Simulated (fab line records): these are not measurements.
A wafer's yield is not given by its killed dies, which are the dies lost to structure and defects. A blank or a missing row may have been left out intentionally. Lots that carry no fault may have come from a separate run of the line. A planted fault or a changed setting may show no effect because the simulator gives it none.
Which tool was responsible? :: flow sky130 :: 15 lots, 42 wafers sampled, at 2 steps of a route of 708

WHAT THE GAUGES SHOWED, per wafer
SKY_LI_CONTACT_THK_MEAS_01.
lot: L984
measured: day 28 04:23
on: filmMetro-03
LI_CONTACT_HDPCVD_THK (nm): 931 931 927

lot: L985
measured: day 28 10:19
on: filmMetro-01
LI_CONTACT_HDPCVD_THK (nm): 927 923 927

lot: L986
measured: day 28 23:40
on: filmMetro-01
LI_CONTACT_HDPCVD_THK (nm): 945 949 950

lot: L987
measured: day 29 06:34
on: filmMetro-02
LI_CONTACT_HDPCVD_THK (nm): 923 925 930

lot: L988
measured: day 29 16:49
on: filmMetro-02
LI_CONTACT_HDPCVD_THK (nm): 941 929 947

lot: L989
measured: day 29 23:46
on: filmMetro-02
LI_CONTACT_HDPCVD_THK (nm): 924 929 929

lot: L990
measured: day 30 11:46
on: filmMetro-03
LI_CONTACT_HDPCVD_THK (nm): 917 917 938

lot: L991
measured: day 30 17:46
on: filmMetro-02
LI_CONTACT_HDPCVD_THK (nm): 932 949 936

lot: L992
measured: day 30 20:38
on: filmMetro-03
LI_CONTACT_HDPCVD_THK (nm): 936 943 918

lot: L994
measured: day 31 16:46
on: filmMetro-03
LI_CONTACT_HDPCVD_THK (nm): 910 512

lot: L995
measured: day 32 01:29
on: filmMetro-01
LI_CONTACT_HDPCVD_THK (nm): 528 532

lot: L997
measured: day 32 10:56
on: filmMetro-03
LI_CONTACT_HDPCVD_THK (nm): 518 527

lot: L104
measured: day 34 23:02
on: filmMetro-03
LI_CONTACT_HDPCVD_THK (nm): 918 935 929

lot: L105
measured: day 35 01:53
on: filmMetro-01
LI_CONTACT_HDPCVD_THK (nm): 939 942 942

lot: L106
measured: day 36 13:49
on: filmMetro-01
LI_CONTACT_HDPCVD_THK (nm): 940 916 940

WHAT TOOL EACH LOT RAN ON (gives the tool, then ch and the chambers of the sampled wafers, and finally the start)
lot: L984
SKY_LI_CONTACT_HDPCVD_00: hdpcvd-02 ch 0,2, day 28 04:17

lot: L985
SKY_LI_CONTACT_HDPCVD_00: hdpcvd-02 ch 0,1, day 28 10:13

lot: L986
SKY_LI_CONTACT_HDPCVD_00: hdpcvd-02 ch 0,2, day 28 23:34

lot: L987
SKY_LI_CONTACT_HDPCVD_00: hdpcvd-02 ch 1,2, day 29 06:28

lot: L988
SKY_LI_CONTACT_HDPCVD_00: hdpcvd-02 ch 0,1,2, day 29 16:43

lot: L989
SKY_LI_CONTACT_HDPCVD_00: hdpcvd-01 ch 0,2, day 29 23:40

lot: L990
SKY_LI_CONTACT_HDPCVD_00: hdpcvd-01 ch 0,1,2, day 30 11:39

lot: L991
SKY_LI_CONTACT_HDPCVD_00: hdpcvd-01 ch 0,1,2, day 30 17:39

lot: L992
SKY_LI_CONTACT_HDPCVD_00: hdpcvd-01 ch 0,1, day 30 20:32

lot: L994
SKY_LI_CONTACT_HDPCVD_00: hdpcvd-01 ch 0,2, day 31 16:40

lot: L995
SKY_LI_CONTACT_HDPCVD_00: hdpcvd-01 ch 1, day 32 01:22

lot: L997
SKY_LI_CONTACT_HDPCVD_00: hdpcvd-01 ch 1, day 32 10:49

lot: L104
SKY_LI_CONTACT_HDPCVD_00: hdpcvd-01 ch 1,2, day 34 22:55

lot: L105
SKY_LI_CONTACT_HDPCVD_00: hdpcvd-02 ch 0,1,2, day 35 01:46

lot: L106
SKY_LI_CONTACT_HDPCVD_00: hdpcvd-01 ch 0,1, day 36 13:42
- SKY_LI_CONTACT_HDPCVD_00: deposits PSG, target thk 930 nm, time 155 s.

AS READ BY THE TOOLS THEMSELVES (means over the sampled wafers that have a number; for cases with no such wafer, the mark the record gives instead)
The record holds no such reading with a usual standard deviation.

THE ANSWER, worked out from the rows above alone
Rule: usual is defined by the lots themselves. Put in order of their means at a reading, lots are off if they are a third of the lots or fewer, leave a main group of 4 or more, and stand apart from it by a gap of 3 or more times the standard deviation of the main group's means; of several such gaps the widest counts. Not used: any main group whose means are identical at the precision the tables above print for the reading. A lot without any number at a reading at which 4 lots or more have one is off too. Where the step has rows for the other lots, those lots are counted as sound. First the gauges in route order, then the tools' own readings, where a lot's mean is used as printed above. The first step at which some lot is off is used, and at that step the reading that is off furthest; a lot without a number counts as furthest.
Off: at SKY_LI_CONTACT_THK_MEAS_01 (LI_CONTACT_HDPCVD_THK), L994, L995, L997. The main group: mean 933 nm, standard deviation 7.2.
A tool fits if, at a process step before that reading, it ran every lot that is off, and no sound lot after the first of them. Those tools and the gauges at SKY_LI_CONTACT_THK_MEAS_01 are tried in the same way. Not one of the candidates tried fits.

WHAT WAS PUT IN BY THE SIMULATOR
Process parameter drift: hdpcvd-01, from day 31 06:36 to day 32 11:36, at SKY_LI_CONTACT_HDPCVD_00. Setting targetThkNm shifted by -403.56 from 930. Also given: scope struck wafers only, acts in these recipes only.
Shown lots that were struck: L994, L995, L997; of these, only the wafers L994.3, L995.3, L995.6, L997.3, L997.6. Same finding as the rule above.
